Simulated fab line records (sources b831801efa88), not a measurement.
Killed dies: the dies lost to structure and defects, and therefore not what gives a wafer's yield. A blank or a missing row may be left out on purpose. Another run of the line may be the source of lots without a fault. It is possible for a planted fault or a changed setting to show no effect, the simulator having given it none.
Which tool is to blame? :: flow gf180mcu :: 13 lots with 38 wafers sampled at 2 steps, on a route of 602 steps

== WHAT THE GAUGES SHOWED, per wafer ==
GF_DNWELL_TW_MEAS_09. Usual: for DNWELL_TW the level is 1353 and the standard deviation is 7.9.
lot: L972
measured: day 3 00:07
on: film metro-01
DNWELL_TW: 1341 1345 1343
flag: 

lot: L975
measured: day 3 20:16
on: film metro-02
DNWELL_TW: 1354 1357 1362
flag: 

lot: L976
measured: day 4 00:41
on: film metro-03
DNWELL_TW: 1365 1365 1361
flag: 

lot: L977
measured: day 4 02:36
on: film metro-02
DNWELL_TW: 1352 1361 1352
flag: 

lot: L978
measured: day 4 11:11
on: film metro-03
DNWELL_TW: 1364 1358 1352
flag: 

lot: L979
measured: day 4 14:19
on: film metro-02
DNWELL_TW: 1343 1345 1347
flag: 

lot: L980
measured: day 4 19:22
on: film metro-02
DNWELL_TW: 1349 1349
flag: 

lot: L984
measured: day 5 14:45
on: film metro-03
DNWELL_TW: 1355 1352 1361
flag: 

lot: L987
measured: day 6 08:10
on: film metro-03
DNWELL_TW: 1346 1343 1342
flag: 

lot: L989
measured: day 7 02:44
on: film metro-02
DNWELL_TW: 1350 1347 1350
flag: 

lot: L990
measured: day 7 09:26
on: film metro-02
DNWELL_TW: 1356 1353 1355
flag: 

lot: L992
measured: day 7 14:41
on: film metro-02
DNWELL_TW: 1343 1344 1348
flag: 

lot: L994
measured: day 8 01:58
on: film metro-03
DNWELL_TW: 1366 1361 1362
flag: 

== WHAT TOOL EACH LOT RAN ON (gives the tool, then ch and the chambers of the sampled wafers, and finally the start) ==
lot: L972
GF_STI_ETCH_14: rie si-02 ch 0,2, day 2 06:53

lot: L975
GF_STI_ETCH_14: rie si-01 ch 0,1,2, day 2 23:37

lot: L976
GF_STI_ETCH_14: rie si-02 ch 1,2,3, day 3 04:29

lot: L977
GF_STI_ETCH_14: rie si-01 ch 1,2,3, day 3 08:35

lot: L978
GF_STI_ETCH_14: rie si-01 ch 2,3, day 3 16:37

lot: L979
GF_STI_ETCH_14: rie si-02 ch 2,3, day 3 20:26

lot: L980
GF_STI_ETCH_14: rie si-01 ch 1,2, day 4 01:31

lot: L984
GF_STI_ETCH_14: rie si-01 ch 1,2, day 4 21:01

lot: L987
GF_STI_ETCH_14: rie si-02 ch 0,1,3, day 5 12:22

lot: L989
GF_STI_ETCH_14: rie si-02 ch 0,1, day 5 23:16

lot: L990
GF_STI_ETCH_14: rie si-02 ch 0,1,3, day 6 06:13

lot: L992
GF_STI_ETCH_14: rie si-02 ch 2,3, day 6 14:04

lot: L994
GF_STI_ETCH_14: rie si-02 ch 0,1,2, day 7 05:04
- GF_STI_ETCH_14: etches Si in HBr/Cl2/O2, target depth 360 nm, time 102.9 s.

== WHAT THE TOOLS THEMSELVES READ (means of the sampled wafers that have a number; where no wafer has one, the mark that the record gives instead) ==
GF_STI_ETCH_14. Usual: drypump motor current A 5.7 A, standard deviation 0.55; oes product au 0.997 a.u., standard deviation 0.011; run length s 131.3 s, standard deviation 0.54; throttle valve pct 25.660 %, standard deviation 0.012.
lot: L972
tool: rie si-02
drypump motor current A (A): 5.2
oes product au (a.u.): 0.993
run length s (s): 131.6
throttle valve pct (%): 25.661
flag: 

lot: L975
tool: rie si-01
drypump motor current A (A): 5.8
oes product au (a.u.): 1.009
run length s (s): 131.3
throttle valve pct (%): 25.656
flag: 

lot: L976
tool: rie si-02
drypump motor current A (A): 5.6
oes product au (a.u.): 0.998
run length s (s): 131.1
throttle valve pct (%): 25.648
flag: 

lot: L977
tool: rie si-01
drypump motor current A (A): 6.0
oes product au (a.u.): 1.009
run length s (s): 131.6
throttle valve pct (%): 25.658
flag: 

lot: L978
tool: rie si-01
drypump motor current A (A): 6.1
oes product au (a.u.): 0.997
run length s (s): 124.9
throttle valve pct (%): 25.659
flag: OFF

lot: L979
tool: rie si-02
drypump motor current A (A): 5.3
oes product au (a.u.): 0.986
run length s (s): 131.1
throttle valve pct (%): 25.668
flag: 

lot: L980
tool: rie si-01
drypump motor current A (A): 5.7
oes product au (a.u.): 1.006
run length s (s): 126.4
throttle valve pct (%): 25.649
flag: OFF

lot: L984
tool: rie si-01
drypump motor current A (A): 5.8
oes product au (a.u.): 1.001
run length s (s): 128.1
throttle valve pct (%): 25.655
flag: OFF

lot: L987
tool: rie si-02
drypump motor current A (A): 5.5
oes product au (a.u.): 0.991
run length s (s): 130.9
throttle valve pct (%): 25.665
flag: 

lot: L989
tool: rie si-02
drypump motor current A (A): 5.4
oes product au (a.u.): 0.986
run length s (s): 131.4
throttle valve pct (%): 25.670
flag: 

lot: L990
tool: rie si-02
drypump motor current A (A): 5.5
oes product au (a.u.): 0.992
run length s (s): 131.2
throttle valve pct (%): 25.648
flag: 

lot: L992
tool: rie si-02
drypump motor current A (A): 5.3
oes product au (a.u.): 1.005
run length s (s): 131.0
throttle valve pct (%): 25.654
flag: 

lot: L994
tool: rie si-02
drypump motor current A (A): 5.5
oes product au (a.u.): 0.999
run length s (s): 131.1
throttle valve pct (%): 25.665
flag: 

== THE ANSWER, worked out from the rows above alone ==
Rule: lot off if the mean of its wafers having a number is beyond 3 standard deviations from the usual mean. Also off: a lot with no number at a reading for which 4 or more lots have one. The other lots that the step has rows for count as sound. First the gauges in route order, then the tools' own readings, where a lot's mean is used as printed above. The first step at which some lot is off is used, and at that step the reading that is off furthest; a lot without a number counts as furthest.
Off, at GF_STI_ETCH_14 on run length s: L978, L980, L984.
If a tool, at that step or one of the process steps before it, ran each lot that is off and ran no sound lot following the first of them, it fits. One candidate fits, namely rie si-01 at GF_STI_ETCH_14. Its last sound lot is L977 (day 3 08:35), its first lot that is off L978 (day 3 16:37): a fault that began between those two fits.
The tool's own readings at GF_STI_ETCH_14 bear it out: on the lots that are off they differ by more than 5 times the standard deviation of the sound lots' means. run length s reads 126.5 s there against 131.2 s on the sound lots.

== WHAT THE SIMULATOR PUT IN ==
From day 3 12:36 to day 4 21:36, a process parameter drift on rie si-01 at GF_STI_ETCH_14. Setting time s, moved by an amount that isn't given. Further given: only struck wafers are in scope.
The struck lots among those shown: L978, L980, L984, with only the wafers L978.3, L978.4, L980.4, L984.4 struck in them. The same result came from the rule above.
